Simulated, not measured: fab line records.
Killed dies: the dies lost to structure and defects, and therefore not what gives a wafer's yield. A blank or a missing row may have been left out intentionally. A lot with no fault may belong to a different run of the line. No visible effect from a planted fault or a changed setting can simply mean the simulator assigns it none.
fab line records :: flow sky130
[record]
  lots = 6
  wafers = 18
  last_day = 50
route steps=708 shown FIELD_ISO@31 NWELL@32 DNWELL@35 PWDE@45
lots untouched by any fault: they come from a run of this same line in which no faults occurred
start_h: the number of hours between the record's first day and the start of the first shown wafer of the lot :: wait_h: hours from the lot's prior step to this one :: " as in the row above :: L1.1+2: a row that stands for several wafers :: - no value present, or no start provided :: * or withheld: withheld :: < > ~ a bound
route shown NAME@n: names a module that has steps shown in the file, with the first one's number in the route :: usual: mean/standard deviation taken from wafers without a fault :: same: alike in all rows :: chamber/n: place in a boat :: sites: each site's reading :: _std_site: how widely they spread, as a standard deviation :: _edge_site: mean of outer sites minus mean of inner sites :: radius_mm: how far each site lies from the wafer's centre :: mask NAME#n: copy n :: behind: tool/chamber where the wafer was last shaped :: hold: why the lot went on hold/how many hours it stayed there/how the hold came to an end :: device: the n, p or np transistor that did not switch :: end of line: the same wafers' tests at the end of the route :: step lacking rows: just its recipe :: killed: dies lost to structure and defects at the first sort, not the wafer's yield :: map: the dies of a wafer, with x for killed, . for not killed, _ for no die there
set.NAME: the run value of the setting; set.NAME@STEP: its run value at that earlier step :: model.NAME: the simulator's own value behind a step, which no gauge read
lots at some steps of the route; a table a step, a row a wafer
services: the hour from which a tool's chamber was out of use, counted from the record's first day as start_h (under 0 if before that day), plus the number of hours and why
[[steps]]
[step SKY_FIELD_ISO_WET_ETCH_30]
[recipe]
  chemistry = dHF
  target_depth_nm = 25
  target = SiO2
  dilution = 10:1
  temp_c = 25
  time_s = 50
[step SKY_NWELL_CLEAN_00]
[recipe]
  chemistry = SC1/SC2
  mix = 1:4:20
  temp_c = 70
  time_s = 150
  dry = n2_spin
[step SKY_NWELL_OXIDATION_01]
[recipe]
  temp_c = 900
  ambient = O2
  stabilise_s = 600
  purge_s = 300
  target_thk_a = 100
  ox_time_s = 1418
[step SKY_NWELL_THK_MEAS_02]
[recipe]
  reads = SiO2_of_NWELL_OXIDATION_01
[usual]
  NWELL_OXIDATION_THK = 10.05/0.19
lot.wafer: L448.1
tool: film_metro-04
chamber: -
start_h: 47.33
wait_h: 0.0
NWELL_OXIDATION_THK[nm]: 9.74

lot.wafer: L448.2
tool: film_metro-04
chamber: -
start_h: 47.33
wait_h: 0.0
NWELL_OXIDATION_THK[nm]: 10.09

lot.wafer: L448.6
tool: film_metro-04
chamber: -
start_h: 47.33
wait_h: 0.0
NWELL_OXIDATION_THK[nm]: 10.07

lot.wafer: L462.2
tool: film_metro-02
chamber: -
start_h: 113.34
wait_h: 0.0
NWELL_OXIDATION_THK[nm]: 10.29

lot.wafer: L462.4
tool: film_metro-02
chamber: -
start_h: 113.34
wait_h: 0.0
NWELL_OXIDATION_THK[nm]: 10.08

lot.wafer: L462.5
tool: film_metro-02
chamber: -
start_h: 113.34
wait_h: 0.0
NWELL_OXIDATION_THK[nm]: 10.09

lot.wafer: L461.1
tool: film_metro-03
chamber: -
start_h: 113.36
wait_h: 0.0
NWELL_OXIDATION_THK[nm]: 10.00

lot.wafer: L461.4
tool: film_metro-03
chamber: -
start_h: 113.36
wait_h: 0.0
NWELL_OXIDATION_THK[nm]: 9.98

lot.wafer: L461.6
tool: film_metro-03
chamber: -
start_h: 113.36
wait_h: 0.0
NWELL_OXIDATION_THK[nm]: 10.28

lot.wafer: L467.2
tool: film_metro-04
chamber: -
start_h: 151.08
wait_h: 0.0
NWELL_OXIDATION_THK[nm]: 9.85

lot.wafer: L467.3
tool: film_metro-04
chamber: -
start_h: 151.08
wait_h: 0.0
NWELL_OXIDATION_THK[nm]: 10.07

lot.wafer: L467.5
tool: film_metro-04
chamber: -
start_h: 151.08
wait_h: 0.0
NWELL_OXIDATION_THK[nm]: 10.03

lot.wafer: L468.2
tool: film_metro-03
chamber: -
start_h: 151.08
wait_h: 0.0
NWELL_OXIDATION_THK[nm]: 9.72

lot.wafer: L468.3
tool: film_metro-03
chamber: -
start_h: 151.08
wait_h: 0.0
NWELL_OXIDATION_THK[nm]: 9.81

lot.wafer: L468.5
tool: film_metro-03
chamber: -
start_h: 151.08
wait_h: 0.0
NWELL_OXIDATION_THK[nm]: 9.95

lot.wafer: L469.1
tool: film_metro-03
chamber: -
start_h: 154.72
wait_h: 0.0
NWELL_OXIDATION_THK[nm]: 10.03

lot.wafer: L469.2
tool: film_metro-03
chamber: -
start_h: 154.72
wait_h: 0.0
NWELL_OXIDATION_THK[nm]: 9.96

lot.wafer: L469.6
tool: film_metro-03
chamber: -
start_h: 154.72
wait_h: 0.0
NWELL_OXIDATION_THK[nm]: 9.94
[step SKY_DNWELL_DEHYDRATE_00]
[recipe]
  temp_c = 200
  time_s = 60
[step SKY_DNWELL_HMDS_01]
[recipe]
  prime_time_s = 60
  prime_temp_c = 120
[step SKY_DNWELL_COAT_02]
[recipe]
  spin_rpm = 2000
  resist_thk_nm = 3000
[step SKY_DNWELL_SOFTBAKE_03]
[recipe]
  temp_c = 110
  time_s = withheld
[step SKY_DNWELL_EXPOSE_04]
[recipe]
  mask_id = DNM
  na = 0.57
  target_cd_nm = 3000
  dose_mj = 222
[step SKY_DNWELL_PEB_05]
[recipe]
  temp_c = 115
  time_s = withheld
[step SKY_DNWELL_DEVELOP_06]
[recipe]
  wall_angle_deg = 90
  developer = TMAH
  develop_time_s = 60
  dev_temp_c = 23
[step SKY_DNWELL_IMPLANT_07]
[recipe]
  species = P
  energy_kev = withheld
  dose_cm2 = withheld
  tilt_deg = withheld
[step SKY_DNWELL_STRIP_08]
[recipe]
  chemistry = O2/N2
  power_w = 1400
  pressure_mtorr = 1500
  platen_temp_c = withheld
  o2_flow_sccm = 3000
  n2_flow_sccm = 300
  overash_fraction = 0.5
[usual]
  chamber_pressure_mTorr = 1500.0/1.2
  drypump_motor_current_A = 5.7/0.32
  oes_product_au = 0.722/0.0046
  strip_time_to_endpoint_s = 36.94/0.11
lot.wafer: L448.1
tool: plasma_asher-03
chamber: 1
start_h: 61.69
wait_h: 0.1
chamber_pressure_mTorr: 1502.0
drypump_motor_current_A: 5.8
oes_product_au: 0.722
rf_hours_counter_h: 25
strip_time_to_endpoint_s: 36.78
model.coat_of_DNWELL_COAT_02.thk_nm: 0

lot.wafer: L448.2
tool: plasma_asher-03
chamber: 0
start_h: 61.69
wait_h: 0.1
chamber_pressure_mTorr: 1500.6
drypump_motor_current_A: 6.2
oes_product_au: 0.713
rf_hours_counter_h: 25
strip_time_to_endpoint_s: 36.79
model.coat_of_DNWELL_COAT_02.thk_nm: 0

lot.wafer: L448.6
tool: plasma_asher-03
chamber: 1
start_h: 61.69
wait_h: 0.1
chamber_pressure_mTorr: 1499.6
drypump_motor_current_A: 5.8
oes_product_au: 0.720
rf_hours_counter_h: -
strip_time_to_endpoint_s: 36.90
model.coat_of_DNWELL_COAT_02.thk_nm: 0

lot.wafer: L462.2
tool: plasma_asher-03
chamber: 0
start_h: 131.38
wait_h: 0.1
chamber_pressure_mTorr: -
drypump_motor_current_A: -
oes_product_au: -
rf_hours_counter_h: -
strip_time_to_endpoint_s: -
model.coat_of_DNWELL_COAT_02.thk_nm: 2982

lot.wafer: L462.4
tool: plasma_asher-03
chamber: 0
start_h: 131.38
wait_h: 0.1
chamber_pressure_mTorr: -
drypump_motor_current_A: -
oes_product_au: -
rf_hours_counter_h: -
strip_time_to_endpoint_s: -
model.coat_of_DNWELL_COAT_02.thk_nm: 2987

lot.wafer: L462.5
tool: plasma_asher-03
chamber: 0
start_h: 131.38
wait_h: 0.1
chamber_pressure_mTorr: -
drypump_motor_current_A: -
oes_product_au: -
rf_hours_counter_h: -
strip_time_to_endpoint_s: -
model.coat_of_DNWELL_COAT_02.thk_nm: 2987

lot.wafer: L461.1
tool: plasma_asher-02
chamber: 1
start_h: 131.73
wait_h: 0.1
chamber_pressure_mTorr: -
drypump_motor_current_A: -
oes_product_au: -
rf_hours_counter_h: -
strip_time_to_endpoint_s: -
model.coat_of_DNWELL_COAT_02.thk_nm: 2993

lot.wafer: L461.4
tool: plasma_asher-02
chamber: 1
start_h: 131.73
wait_h: 0.1
chamber_pressure_mTorr: -
drypump_motor_current_A: -
oes_product_au: -
rf_hours_counter_h: -
strip_time_to_endpoint_s: -
model.coat_of_DNWELL_COAT_02.thk_nm: 2992

lot.wafer: L461.6
tool: plasma_asher-02
chamber: 1
start_h: 131.73
wait_h: 0.1
chamber_pressure_mTorr: -
drypump_motor_current_A: -
oes_product_au: -
rf_hours_counter_h: -
strip_time_to_endpoint_s: -
model.coat_of_DNWELL_COAT_02.thk_nm: 3005

lot.wafer: L467.2
tool: plasma_asher-03
chamber: 1
start_h: 171.29
wait_h: 0.1
chamber_pressure_mTorr: 1502.4
drypump_motor_current_A: 5.8
oes_product_au: 0.717
rf_hours_counter_h: 36
strip_time_to_endpoint_s: 36.93
model.coat_of_DNWELL_COAT_02.thk_nm: 0

lot.wafer: L467.3
tool: plasma_asher-03
chamber: 0
start_h: 171.29
wait_h: 0.1
chamber_pressure_mTorr: 1496.7
drypump_motor_current_A: 6.2
oes_product_au: 0.733
rf_hours_counter_h: -
strip_time_to_endpoint_s: 36.88
model.coat_of_DNWELL_COAT_02.thk_nm: 0

lot.wafer: L467.5
tool: plasma_asher-03
chamber: 0
start_h: 171.29
wait_h: 0.1
chamber_pressure_mTorr: 1501.4
drypump_motor_current_A: 6.2
oes_product_au: 0.721
rf_hours_counter_h: -
strip_time_to_endpoint_s: 36.89
model.coat_of_DNWELL_COAT_02.thk_nm: 0

lot.wafer: L468.2
tool: plasma_asher-01
chamber: 1
start_h: 171.59
wait_h: 0.1
chamber_pressure_mTorr: 1499.2
drypump_motor_current_A: 5.9
oes_product_au: 0.716
rf_hours_counter_h: 48
strip_time_to_endpoint_s: 36.98
model.coat_of_DNWELL_COAT_02.thk_nm: 0

lot.wafer: L468.3
tool: plasma_asher-01
chamber: 0
start_h: 171.59
wait_h: 0.1
chamber_pressure_mTorr: 1499.5
drypump_motor_current_A: 5.6
oes_product_au: 0.726
rf_hours_counter_h: -
strip_time_to_endpoint_s: 36.97
model.coat_of_DNWELL_COAT_02.thk_nm: 0

lot.wafer: L468.5
tool: plasma_asher-01
chamber: 0
start_h: 171.59
wait_h: 0.1
chamber_pressure_mTorr: 1499.4
drypump_motor_current_A: 5.6
oes_product_au: 0.721
rf_hours_counter_h: -
strip_time_to_endpoint_s: 36.91
model.coat_of_DNWELL_COAT_02.thk_nm: 0

lot.wafer: L469.1
tool: plasma_asher-03
chamber: 0
start_h: 174.19
wait_h: 0.1
chamber_pressure_mTorr: 1500.6
drypump_motor_current_A: 6.2
oes_product_au: 0.722
rf_hours_counter_h: 37
strip_time_to_endpoint_s: 37.07
model.coat_of_DNWELL_COAT_02.thk_nm: 0

lot.wafer: L469.2
tool: plasma_asher-03
chamber: 1
start_h: 174.19
wait_h: 0.1
chamber_pressure_mTorr: 1499.5
drypump_motor_current_A: 5.8
oes_product_au: 0.723
rf_hours_counter_h: 37
strip_time_to_endpoint_s: 36.96
model.coat_of_DNWELL_COAT_02.thk_nm: 0

lot.wafer: L469.6
tool: plasma_asher-03
chamber: 0
start_h: 174.19
wait_h: 0.1
chamber_pressure_mTorr: 1501.3
drypump_motor_current_A: 6.2
oes_product_au: 0.720
rf_hours_counter_h: -
strip_time_to_endpoint_s: 36.96
model.coat_of_DNWELL_COAT_02.thk_nm: 0
[step SKY_DNWELL_TW_MEAS_09]
[usual]
  DNWELL_TW = 1122/7.7
lot.wafer: L448.1
tool: film_metro-04
chamber: -
start_h: 61.79
wait_h: 0.1
DNWELL_TW: 1128

lot.wafer: L448.2
tool: film_metro-04
chamber: -
start_h: 61.79
wait_h: 0.1
DNWELL_TW: 1131

lot.wafer: L448.6
tool: film_metro-04
chamber: -
start_h: 61.79
wait_h: 0.1
DNWELL_TW: 1135

lot.wafer: L462.2
tool: film_metro-04
chamber: -
start_h: 131.49
wait_h: 0.1
DNWELL_TW: 1129

lot.wafer: L462.4
tool: film_metro-04
chamber: -
start_h: 131.49
wait_h: 0.1
DNWELL_TW: 1133

lot.wafer: L462.5
tool: film_metro-04
chamber: -
start_h: 131.49
wait_h: 0.1
DNWELL_TW: 1128

lot.wafer: L461.1
tool: film_metro-04
chamber: -
start_h: 131.83
wait_h: 0.1
DNWELL_TW: 1129

lot.wafer: L461.4
tool: film_metro-04
chamber: -
start_h: 131.83
wait_h: 0.1
DNWELL_TW: 1126

lot.wafer: L461.6
tool: film_metro-04
chamber: -
start_h: 131.83
wait_h: 0.1
DNWELL_TW: 1132

lot.wafer: L467.2
tool: film_metro-02
chamber: -
start_h: 171.40
wait_h: 0.1
DNWELL_TW: 1113

lot.wafer: L467.3
tool: film_metro-02
chamber: -
start_h: 171.40
wait_h: 0.1
DNWELL_TW: 1104

lot.wafer: L467.5
tool: film_metro-02
chamber: -
start_h: 171.40
wait_h: 0.1
DNWELL_TW: 1113

lot.wafer: L468.2
tool: film_metro-02
chamber: -
start_h: 171.70
wait_h: 0.1
DNWELL_TW: 1117

lot.wafer: L468.3
tool: film_metro-02
chamber: -
start_h: 171.70
wait_h: 0.1
DNWELL_TW: 1114

lot.wafer: L468.5
tool: film_metro-02
chamber: -
start_h: 171.70
wait_h: 0.1
DNWELL_TW: 1108

lot.wafer: L469.1
tool: film_metro-02
chamber: -
start_h: 174.29
wait_h: 0.1
DNWELL_TW: 1109

lot.wafer: L469.2
tool: film_metro-02
chamber: -
start_h: 174.29
wait_h: 0.1
DNWELL_TW: 1115

lot.wafer: L469.6
tool: film_metro-02
chamber: -
start_h: 174.29
wait_h: 0.1
DNWELL_TW: 1111
[step SKY_PWDE_DEHYDRATE_00]
[recipe]
  temp_c = 200
  time_s = 60
[step SKY_PWDE_HMDS_01]
[recipe]
  prime_time_s = 60
  prime_temp_c = 120
[step SKY_PWDE_COAT_02]
[recipe]
  spin_rpm = 2000
  resist_thk_nm = 3000
[step SKY_PWDE_SOFTBAKE_03]
[recipe]
  temp_c = 110
  time_s = withheld
[step SKY_PWDE_EXPOSE_04]
[recipe]
  mask_id = PWDEM
  na = 0.6
  source_shape = conventional
  sigma_outer = 0.6
  polarization = unpolarized
  target_cd_nm = 840
  dose_mj = 214
[step SKY_PWDE_PEB_05]
[recipe]
  temp_c = 115
  time_s = withheld
[step SKY_PWDE_DEVELOP_06]
[recipe]
  wall_angle_deg = 90
  developer = TMAH
  develop_time_s = 60
  dev_temp_c = 23
[step SKY_PWDE_OVL_MEAS_07]
[usual]
  PWDE_OVL = -0.5/1.3
lot.wafer: L448.1
tool: overlay-01
chamber: -
start_h: 76.69
wait_h: -
PWDE_OVL[nm]: -3.6

lot.wafer: L448.2
tool: overlay-01
chamber: -
start_h: 76.69
wait_h: -
PWDE_OVL[nm]: -1.4

lot.wafer: L448.6
tool: overlay-01
chamber: -
start_h: 76.69
wait_h: -
PWDE_OVL[nm]: -2.8

lot.wafer: L462.2
tool: overlay-02
chamber: -
start_h: 149.30
wait_h: -
PWDE_OVL[nm]: -0.2

lot.wafer: L462.4
tool: overlay-02
chamber: -
start_h: 149.30
wait_h: -
PWDE_OVL[nm]: -2.1

lot.wafer: L462.5
tool: overlay-02
chamber: -
start_h: 149.30
wait_h: -
PWDE_OVL[nm]: -1.7

lot.wafer: L461.1
tool: overlay-02
chamber: -
start_h: 149.64
wait_h: -
PWDE_OVL[nm]: 1.4

lot.wafer: L461.4
tool: overlay-02
chamber: -
start_h: 149.64
wait_h: -
PWDE_OVL[nm]: 1.6

lot.wafer: L461.6
tool: overlay-02
chamber: -
start_h: 149.64
wait_h: -
PWDE_OVL[nm]: 0.8

lot.wafer: L467.2
tool: overlay-02
chamber: -
start_h: 192.24
wait_h: -
PWDE_OVL[nm]: -1.8

lot.wafer: L467.3
tool: overlay-02
chamber: -
start_h: 192.24
wait_h: -
PWDE_OVL[nm]: -1.1

lot.wafer: L467.5
tool: overlay-02
chamber: -
start_h: 192.24
wait_h: -
PWDE_OVL[nm]: -2.3

lot.wafer: L468.2
tool: overlay-02
chamber: -
start_h: 192.60
wait_h: -
PWDE_OVL[nm]: -0.3

lot.wafer: L468.3
tool: overlay-02
chamber: -
start_h: 192.60
wait_h: -
PWDE_OVL[nm]: 0.2

lot.wafer: L468.5
tool: overlay-02
chamber: -
start_h: 192.60
wait_h: -
PWDE_OVL[nm]: 1.0

lot.wafer: L469.1
tool: overlay-02
chamber: -
start_h: 194.79
wait_h: -
PWDE_OVL[nm]: 1.6

lot.wafer: L469.2
tool: overlay-02
chamber: -
start_h: 194.79
wait_h: -
PWDE_OVL[nm]: -1.0

lot.wafer: L469.6
tool: overlay-02
chamber: -
start_h: 194.79
wait_h: -
PWDE_OVL[nm]: -0.9
[step SKY_PWDE_IMPLANT_08]
[recipe]
  species = B
  energy_kev = 150
  dose_cm2 = 3.6e+12
  tilt_deg = withheld
[step SKY_PWDE_STRIP_09]
[recipe]
  chemistry = O2/N2
  power_w = 1400
  pressure_mtorr = 1500
  platen_temp_c = withheld
  o2_flow_sccm = 3000
  n2_flow_sccm = 300
  overash_fraction = 0.5
[usual]
  chamber_pressure_mTorr = 1499.9/1.5
  drypump_motor_current_A = 5.7/0.53
  oes_product_au = 0.723/0.0047
  strip_time_to_endpoint_s = 36.94/0.11
lot.wafer: L448.1
tool: plasma_asher-03
chamber: 0
start_h: 76.88
wait_h: 0.1
chamber_pressure_mTorr: 1499.9
drypump_motor_current_A: 6.2
oes_product_au: 0.725
rf_hours_counter_h: 26
strip_time_to_endpoint_s: 37.03

lot.wafer: L448.2
tool: plasma_asher-03
chamber: 1
start_h: 76.88
wait_h: 0.1
chamber_pressure_mTorr: 1499.4
drypump_motor_current_A: 5.8
oes_product_au: 0.720
rf_hours_counter_h: 26
strip_time_to_endpoint_s: 36.98

lot.wafer: L448.6
tool: plasma_asher-03
chamber: 1
start_h: 76.88
wait_h: 0.1
chamber_pressure_mTorr: 1502.3
drypump_motor_current_A: 5.8
oes_product_au: 0.727
rf_hours_counter_h: -
strip_time_to_endpoint_s: 37.00

lot.wafer: L462.2
tool: plasma_asher-03
chamber: 1
start_h: 149.48
wait_h: 0.1
chamber_pressure_mTorr: 1499.1
drypump_motor_current_A: 5.8
oes_product_au: 0.741
rf_hours_counter_h: 34
strip_time_to_endpoint_s: 81.17

lot.wafer: L462.4
tool: plasma_asher-03
chamber: 1
start_h: 149.48
wait_h: 0.1
chamber_pressure_mTorr: 1499.5
drypump_motor_current_A: 5.8
oes_product_au: 0.746
rf_hours_counter_h: -
strip_time_to_endpoint_s: 81.14

lot.wafer: L462.5
tool: plasma_asher-03
chamber: 1
start_h: 149.48
wait_h: 0.1
chamber_pressure_mTorr: 1500.3
drypump_motor_current_A: 5.8
oes_product_au: 0.745
rf_hours_counter_h: -
strip_time_to_endpoint_s: 81.20

lot.wafer: L461.1
tool: plasma_asher-04
chamber: 0
start_h: 149.83
wait_h: 0.1
chamber_pressure_mTorr: 1498.8
drypump_motor_current_A: 6.3
oes_product_au: 0.733
rf_hours_counter_h: 3
strip_time_to_endpoint_s: 81.16

lot.wafer: L461.4
tool: plasma_asher-04
chamber: 1
start_h: 149.83
wait_h: 0.1
chamber_pressure_mTorr: 1499.0
drypump_motor_current_A: 4.8
oes_product_au: 0.746
rf_hours_counter_h: -
strip_time_to_endpoint_s: 81.19

lot.wafer: L461.6
tool: plasma_asher-04
chamber: 1
start_h: 149.83
wait_h: 0.1
chamber_pressure_mTorr: 1499.1
drypump_motor_current_A: 4.8
oes_product_au: 0.745
rf_hours_counter_h: -
strip_time_to_endpoint_s: 81.23

lot.wafer: L467.2
tool: plasma_asher-02
chamber: 1
start_h: 192.42
wait_h: 0.1
chamber_pressure_mTorr: 1503.5
drypump_motor_current_A: 5.9
oes_product_au: 0.724
rf_hours_counter_h: 52
strip_time_to_endpoint_s: 36.82

lot.wafer: L467.3
tool: plasma_asher-02
chamber: 0
start_h: 192.42
wait_h: 0.1
chamber_pressure_mTorr: 1498.8
drypump_motor_current_A: 5.1
oes_product_au: 0.725
rf_hours_counter_h: -
strip_time_to_endpoint_s: 36.77

lot.wafer: L467.5
tool: plasma_asher-02
chamber: 1
start_h: 192.42
wait_h: 0.1
chamber_pressure_mTorr: 1500.7
drypump_motor_current_A: 5.9
oes_product_au: 0.730
rf_hours_counter_h: -
strip_time_to_endpoint_s: 36.89

lot.wafer: L468.2
tool: plasma_asher-03
chamber: 1
start_h: 192.78
wait_h: 0.1
chamber_pressure_mTorr: 1499.1
drypump_motor_current_A: 5.8
oes_product_au: 0.712
rf_hours_counter_h: 38
strip_time_to_endpoint_s: 36.96

lot.wafer: L468.3
tool: plasma_asher-03
chamber: 0
start_h: 192.78
wait_h: 0.1
chamber_pressure_mTorr: 1502.5
drypump_motor_current_A: 6.2
oes_product_au: 0.726
rf_hours_counter_h: -
strip_time_to_endpoint_s: 36.94

lot.wafer: L468.5
tool: plasma_asher-03
chamber: 1
start_h: 192.78
wait_h: 0.1
chamber_pressure_mTorr: 1500.6
drypump_motor_current_A: 5.8
oes_product_au: 0.726
rf_hours_counter_h: -
strip_time_to_endpoint_s: 36.86

lot.wafer: L469.1
tool: plasma_asher-02
chamber: 0
start_h: 194.98
wait_h: 0.1
chamber_pressure_mTorr: 1498.5
drypump_motor_current_A: 5.1
oes_product_au: 0.726
rf_hours_counter_h: 52
strip_time_to_endpoint_s: 36.94

lot.wafer: L469.2
tool: plasma_asher-02
chamber: 1
start_h: 194.98
wait_h: 0.1
chamber_pressure_mTorr: 1498.8
drypump_motor_current_A: 5.9
oes_product_au: 0.727
rf_hours_counter_h: 52
strip_time_to_endpoint_s: 36.89

lot.wafer: L469.6
tool: plasma_asher-02
chamber: 1
start_h: 194.98
wait_h: 0.1
chamber_pressure_mTorr: 1501.3
drypump_motor_current_A: 5.9
oes_product_au: 0.717
rf_hours_counter_h: -
strip_time_to_endpoint_s: 36.93
[step SKY_PWDE_TW_MEAS_10]
[usual]
  PWDE_TW = 376.1/2.7
lot.wafer: L448.1
tool: film_metro-03
chamber: -
start_h: 76.98
wait_h: 0.1
PWDE_TW: 377.3

lot.wafer: L448.2
tool: film_metro-03
chamber: -
start_h: 76.98
wait_h: 0.1
PWDE_TW: 378.4

lot.wafer: L448.6
tool: film_metro-03
chamber: -
start_h: 76.98
wait_h: 0.1
PWDE_TW: 378.7

lot.wafer: L462.2
tool: film_metro-02
chamber: -
start_h: 149.59
wait_h: 0.1
PWDE_TW: 30.0

lot.wafer: L462.4
tool: film_metro-02
chamber: -
start_h: 149.59
wait_h: 0.1
PWDE_TW: 30.1

lot.wafer: L462.5
tool: film_metro-02
chamber: -
start_h: 149.59
wait_h: 0.1
PWDE_TW: 30.2

lot.wafer: L461.1
tool: film_metro-02
chamber: -
start_h: 149.93
wait_h: 0.1
PWDE_TW: 30.0

lot.wafer: L461.4
tool: film_metro-02
chamber: -
start_h: 149.93
wait_h: 0.1
PWDE_TW: 30.0

lot.wafer: L461.6
tool: film_metro-02
chamber: -
start_h: 149.93
wait_h: 0.1
PWDE_TW: 29.9

lot.wafer: L467.2
tool: film_metro-04
chamber: -
start_h: 192.53
wait_h: 0.1
PWDE_TW: 377.7

lot.wafer: L467.3
tool: film_metro-04
chamber: -
start_h: 192.53
wait_h: 0.1
PWDE_TW: 376.3

lot.wafer: L467.5
tool: film_metro-04
chamber: -
start_h: 192.53
wait_h: 0.1
PWDE_TW: 376.8

lot.wafer: L468.2
tool: film_metro-02
chamber: -
start_h: 192.89
wait_h: 0.1
PWDE_TW: 372.4

lot.wafer: L468.3
tool: film_metro-02
chamber: -
start_h: 192.89
wait_h: 0.1
PWDE_TW: 371.0

lot.wafer: L468.5
tool: film_metro-02
chamber: -
start_h: 192.89
wait_h: 0.1
PWDE_TW: 371.3

lot.wafer: L469.1
tool: film_metro-02
chamber: -
start_h: 195.08
wait_h: 0.1
PWDE_TW: 372.1

lot.wafer: L469.2
tool: film_metro-02
chamber: -
start_h: 195.08
wait_h: 0.1
PWDE_TW: 369.5

lot.wafer: L469.6
tool: film_metro-02
chamber: -
start_h: 195.08
wait_h: 0.1
PWDE_TW: 368.4
[step SKY_NWELL_DEHYDRATE_03]
[recipe]
  temp_c = 200
  time_s = 60
[[services]]
tool: plasma_asher-02
chamber: -
start_h: 73.61
hours: 7.6
kind: pm

tool: plasma_asher-02
chamber: -
start_h: 87.62
hours: 2.6
kind: repair

tool: plasma_asher-04
chamber: -
start_h: 108.75
hours: 9.0
kind: pm

tool: plasma_asher-04
chamber: 0
start_h: 108.75
hours: 9.0
kind: vent_cycle

tool: plasma_asher-04
chamber: 1
start_h: 108.75
hours: 9.0
kind: vent_cycle

tool: plasma_asher-04
chamber: 0
start_h: 117.75
hours: -
kind: clean

tool: plasma_asher-04
chamber: 1
start_h: 117.75
hours: -
kind: clean

tool: plasma_asher-03
chamber: -
start_h: 120.57
hours: 0.9
kind: repair

tool: plasma_asher-02
chamber: -
start_h: 174.60
hours: 5.1
kind: repair
[[key]]
[first_sign]
  step = SKY_DNWELL_STRIP_08
  reading = tool_record
  direction = missing
[effect]
  step = SKY_PWDE_STRIP_09
  reading = strip_time_to_endpoint_s
  direction = up
  sigmas = 99+
  usual = *
  struck = *
[effect]
  step = SKY_PWDE_TW_MEAS_10
  reading = PWDE_TW
  direction = down
  sigmas = 99+
  usual = 376.1
  struck = 30.0
[model_effect]
  step = SKY_DNWELL_STRIP_08
  value = coat_of_DNWELL_COAT_02.thk_nm
  without = 0
  struck = 2991
met_at SKY_DNWELL_STRIP_08
struck_wafers L461.1,L461.4,L461.6,L462.2,L462.4,L462.5
sort_left_out L461.1,L461.4,L461.6,L462.2,L462.4,L462.5
tester_left_out L461,L462
onset_between 61.69 131.38
[fault]
  kind = skipped_step_whole
  tool = plasma_asher-02,plasma_asher-03
  chamber = -
  onset_h = 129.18
  steps = SKY_DNWELL_STRIP_08
  scope = struck_lots_only
// tester_left_out: of these lots the tester's yield and bins aren't shown, on N5 and GAA mostly nor the transistor test; their killed dies are dies lost to structure and defects alone, not to doping, threshold or leakage, so they don't give the yield
// sort_left_out: the simulated sort isn't trusted on such a fault, so these wafers' sort isn't shown, and their yield isn't known
